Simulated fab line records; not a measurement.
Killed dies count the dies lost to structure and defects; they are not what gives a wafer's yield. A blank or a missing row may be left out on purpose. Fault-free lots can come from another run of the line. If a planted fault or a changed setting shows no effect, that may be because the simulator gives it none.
Which tool is to blame? + flow gf180mcu + 11 lots with 33 wafers sampled at 2 steps, on a route of 602 steps

== WHAT EACH GAUGE READ, for each wafer ==
GF_M3_THK_MEAS_06: measures by xrf.
| lot  | measured     | on            | M3_ALCU_THK (nm) |
|------|--------------|---------------|------------------|
| L075 | day 20 11:02 | film_metro-03 | 440 438 440      |
| L077 | day 21 08:49 | film_metro-03 | 444 442 445      |
| L079 | day 22 07:43 | film_metro-03 | 446 443 448      |
| L081 | day 23 00:05 | film_metro-02 | 445 442 442      |
| L083 | day 23 17:22 | film_metro-01 | 431 434 434      |
| L085 | day 24 11:01 | film_metro-01 | 447 439 442      |
| L088 | day 25 09:10 | film_metro-01 | 445 441 445      |
| L090 | day 26 00:28 | film_metro-03 | 451 451 447      |
| L093 | day 27 04:13 | film_metro-03 | 448 448 452      |
| L094 | day 27 06:46 | film_metro-03 | 444 439 442      |
| L097 | day 28 04:55 | film_metro-02 | 446 448 448      |

== TOOL THAT RAN EACH LOT (tool first, then ch and the chambers of the sampled wafers, then the start) ==
| lot  | GF_V1_STRIP_18                       |
|------|--------------------------------------|
| L075 | plasma_asher-02 ch 0,1, day 18 06:08 |
| L077 | plasma_asher-04 ch 0,1, day 19 04:38 |
| L079 | plasma_asher-03 ch 0,1, day 20 03:07 |
| L081 | plasma_asher-03 ch 0,1, day 20 19:44 |
| L083 | plasma_asher-02 ch 0,1, day 21 14:40 |
| L085 | plasma_asher-04 ch 0,1, day 22 08:55 |
| L088 | plasma_asher-02 ch 0,1, day 23 08:01 |
| L090 | plasma_asher-02 ch 0,1, day 24 00:38 |
| L093 | plasma_asher-03 ch 0,1, day 25 02:14 |
| L094 | plasma_asher-03 ch 0,1, day 25 07:07 |
| L097 | plasma_asher-04 ch 0,1, day 26 06:13 |
- GF_V1_STRIP_18: strips in O2/N2.

== THE ANSWER, worked out from the rows above alone ==
Rule: the usual values come from the lots themselves. The widest of any qualifying gaps counts: lots, ordered by their means at a reading, are off when they make up no more than a third of the lots, leave a main group of 4 or more, and stand apart from it by 3 or more times the standard deviation of that group's means. The tables above print the reading to a certain number of digits; a main group whose means all agree to those digits is not used. A lot without any number at a reading at which 4 lots or more have one is off too. The other lots that the step has rows for count as sound.
Across all readings shown, no lot is off: no conclusion can be drawn from this.

== WHAT WAS PUT IN BY THE SIMULATOR ==
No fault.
